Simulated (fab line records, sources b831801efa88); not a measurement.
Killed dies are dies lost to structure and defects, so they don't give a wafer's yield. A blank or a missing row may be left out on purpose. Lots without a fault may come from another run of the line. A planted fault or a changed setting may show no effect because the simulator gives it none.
Chamber matching | flow gf180mcu | GF_CONTACT_ETCH_17 on rie_diel-03: 4 sister chambers
The step etches SiO2 in C4F8/O2/Ar, stops on CoSi2, target depth 860 nm. 4 wafers are shown with their chamber, then 7 later ones without.

WAFERS WITH THEIR CHAMBER
wafer  | chamber | oes_product_au (a.u.)
L627.3 | 0       | 0.811
L632.5 | 1       | 0.818
L634.5 | 3       | 0.812
L635.3 | 2       | 0.815

WAFERS WITHOUT THEIR CHAMBER
wafer  | oes_product_au (a.u.)
L635.4 | 0.814
L644.1 | 0.811
L644.3 | 0.821
L644.6 | 0.811
L646.2 | 0.816
L646.3 | 0.812
L646.4 | 0.813

WHICH CHAMBER EACH WENT THROUGH
wafer  | from the rows above          | in truth
L635.4 | can't be placed: 2 or 3 or 0 | 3
L644.1 | can't be placed: 0 or 3      | 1
L644.3 | 1                            | 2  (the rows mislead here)
L644.6 | can't be placed: 0 or 3      | 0
L646.2 | can't be placed: 2 or 1      | 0
L646.3 | can't be placed: 3 or 0      | 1
L646.4 | can't be placed: 3 or 0 or 2 | 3
Placed correctly: 0 of 7. Can't be placed from these rows: 6 (the true chamber is among the candidates in 3). Placed wrongly: 1.
How it was worked out, from the rows above alone: a wafer's distance from a chamber is the root of the sum, over the readings, of the square of ((its reading less the chamber's mean) divided by the reading's scatter). The wafer belongs to the nearest chamber; if the next one is less than 2 further off, it can't be placed. A chamber's mean is the mean of its shown wafers. The scatter: with one shown wafer a chamber, the root of the mean of the squares of how far each hidden wafer lies from its nearest shown one.
